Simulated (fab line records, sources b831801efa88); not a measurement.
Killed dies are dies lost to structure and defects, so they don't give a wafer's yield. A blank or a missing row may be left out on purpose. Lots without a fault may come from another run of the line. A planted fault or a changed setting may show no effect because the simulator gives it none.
One fault seen from 2 desks | flow gf180mcu | each desk has only its own numbers; what lay behind them comes last

THE METROLOGY DESK
What the gauges read, lot by lot, whatever tool the lot ran on: means of the sampled wafers that have a number. A lot is out of limits, marked OUT, if its mean lies more than 4 standard deviations from the usual mean; the brackets give that distance.
Columns: A = M2_ALCU_THK at GF_M2_THK_MEAS_06, usual 446 nm; B = M3_ALCU_RS at GF_M3_RS_MEAS_05, usual 0.0697 ohm/sq; C = M3_ALCU_THK at GF_M3_THK_MEAS_06, usual 444 nm; D = cd_nm at GF_M3_CD_MEAS_14, usual 280.2 nm
lot  | first seen here | A   | B                 | C              | D
L258 | day 17 13:03    | 445 | 0.0691            | 446            | 279.9
L259 | day 18 10:51    | 446 | 0.0693            | 449            | 283.3
L261 | day 18 18:24    | 449 | 0.0695            | 447            | 280.0
L265 | day 22 06:35    | 446 | 0.0709            | 440            | 280.3
L267 | day 22 07:35    | 444 | 0.0696            | 442            | 281.6
L270 | day 23 02:56    | 447 | 0.0758 (+6.7) OUT | 415 (-5.0) OUT | 279.3
L271 | day 23 23:08    | 444 | 0.0738 (+4.5) OUT | 423            | 279.3
L272 | day 24 01:56    | 449 | 0.0696            | 447            | 279.6
L278 | day 26 04:35    | 441 | 0.0701            | 443            | 281.1
L280 | day 26 15:32    | 445 | 0.0703            | 445            | 279.9
This desk's finding: out of limits on L270, L271; first on L270, day 25 01:41 (M3_ALCU_RS at GF_M3_RS_MEAS_05). In limits: L258, L259, L261, L265, L267, L272, L278, L280.

THE TOOL OWNER'S DESK: pvd_sputter-02
The tool's own readings at GF_M3_SPUTTER_02 (material AlCu, target thk 450 nm, time 23.9 s): means of the sampled wafers that have a number, for each lot that ran on this tool. A lot is out of limits, marked OUT, if its mean lies more than 4 standard deviations from the usual mean; the brackets give that distance.
Columns: A = cathode_dc_power_W at GF_M3_SPUTTER_02, usual 10600 W; B = throttle_valve_pct at GF_M3_SPUTTER_02, usual 29.9 %
lot  | first seen here | A     | B
L258 | day 19 16:30    | 10601 | 29.8
L261 | day 20 22:46    | 10600 | 30.1
L265 | day 24 05:55    | 10601 | 29.9
L267 | day 24 07:49    | 10602 | 29.4
L270 | day 25 01:36    | 10600 | 29.9
L271 | day 25 21:31    | 10601 | 29.6
This desk's finding: nothing out of limits on any of the 6 lots.

PUT TOGETHER
The metrology desk could have raised an alarm at day 25 01:41, on L270, L271.
The tool owner's desk saw nothing out of limits.
The tool owner's desk has L270, L271 on record, within its limits.
Of the lots named, all ran GF_M3_SPUTTER_02 on pvd_sputter-02.

WHAT THE SIMULATOR HAD PUT IN
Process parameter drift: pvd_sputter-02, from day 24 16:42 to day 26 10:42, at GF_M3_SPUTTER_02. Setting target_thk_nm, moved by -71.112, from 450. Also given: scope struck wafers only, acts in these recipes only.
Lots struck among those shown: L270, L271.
Hours from the fault's start to each desk's first reading out of limits: the metrology desk, 9.
